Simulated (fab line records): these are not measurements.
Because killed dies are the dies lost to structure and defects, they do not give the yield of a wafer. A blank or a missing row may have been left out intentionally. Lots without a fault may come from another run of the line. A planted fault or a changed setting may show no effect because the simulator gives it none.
A lot that was struck, set against a sound lot | flow gf180mcu | 14 steps out of a route of 602
Sound: the wafers L315.2, L315.4, L315.5. The struck wafers were L309.2, L309.3, L309.6. Last of all comes the cause.
At each step with rows: each side's tool, then ch and its chambers, then its first start. Under that, the readings that differ: sound wafers | struck wafers | difference of the means | sigmas: that difference in standard deviations of wafers without a fault.
alike: same words and numbers on both sides, and readings whose means sit less than 2 such deviations apart. not compared: any withheld reading, any reading some wafer has no value for, any bound like >300 that may hide the same value, and any number with overlapping values for which the record gives no deviation.
The two part at a step that has a row with sigmas, a row that says differs or no value, or rows on one side only. When numbers do not overlap yet have no deviation, they are printed without sigmas and do not part them. A reading missing from all wafers of one side parts the sides only when that side holds two or more wafers.

first, 4 steps without rows for these wafers: GF_V1_SOFTBAKE_10 (time 60 s); GF_V1_EXPOSE_11 (exposes mask Via1, target cd 260 nm); GF_V1_PEB_12 (peb time 90 s); GF_V1_DEVELOP_13 (develop time 60 s).
GF_V1_CD_MEAS_14: the cd target is 260 nm.
  sound on cd sem-01, day 25 15:14; struck on cd sem-01, day 23 22:56
  alike: cd nm
GF_V1_OVL_MEAS_15:
  sound on overlay-01, day 25 15:20; struck on overlay-02, day 23 23:02
  alike: V1_OVL
GF_V1_ETCH_16: etches BARC in N2/H2.
  sound on rie diel-04 ch 2,3, day 25 15:22; struck on rie diel-04 ch 0,3, day 23 23:04
  alike: drypump motor current A, n2 flow sccm, oes product au, throttle valve pct
GF_V1_ETCH_17: etches SiO2 in C4F8/O2/Ar, stops on TiN, target depth 630 nm.
  sound on rie diel-04 ch 2,3; struck on rie diel-04 ch 0,3
  alike: oes product au
GF_V1_STRIP_18: strips in O2/N2.
  sound on plasma asher-01 ch 0,1, day 25 15:29; struck on plasma asher-04 ch 0,1, day 23 23:11
  alike: drypump motor current A, heater power w, n2 flow sccm, oes product au
  not compared: rf hours counter h
then, 2 steps without rows for these wafers: GF_V1_STRIP_19 (strips in post etch residue remover, time 1200 s); GF_V1_CLEAN_20 (cleans in DIW).
GF_V1_SPUTTER_21: material Ti, target thk 15 nm, time 80.02 s.
  sound on pvd sputter-03, day 25 16:04; struck on pvd sputter-03, day 23 23:44
  alike: cathode dc power W, chamber pressure pa, throttle valve pct
GF_V1_SPUTTER_22: material TiN, target thk 10 nm, time 40 s.
  sound on pvd sputter-03, day 25 16:07; struck on pvd sputter-03, day 23 23:47
  no value came back on the struck wafers for cathode dc power W (W), chamber pressure pa (Pa), throttle valve pct (%); on the sound wafers cathode dc power W (W) reads 3999.7 3999.9 3999.9
GF_V1_CVD_23: deposits W, target thk 350 nm, time 105.05 s.
  sound on cvd w-01 ch 0,1, day 25 16:10; struck on cvd w-02 ch 0,1, day 23 23:50
  alike: heater power outer w, heater power w
  not compared: since wet clean h

WHERE THEY PART
Only at GF_V1_SPUTTER_22, as far as this record shows. Later steps at which nothing parts them and some readings are alike: GF_V1_CVD_23.

WHY: what had been put in by the simulator
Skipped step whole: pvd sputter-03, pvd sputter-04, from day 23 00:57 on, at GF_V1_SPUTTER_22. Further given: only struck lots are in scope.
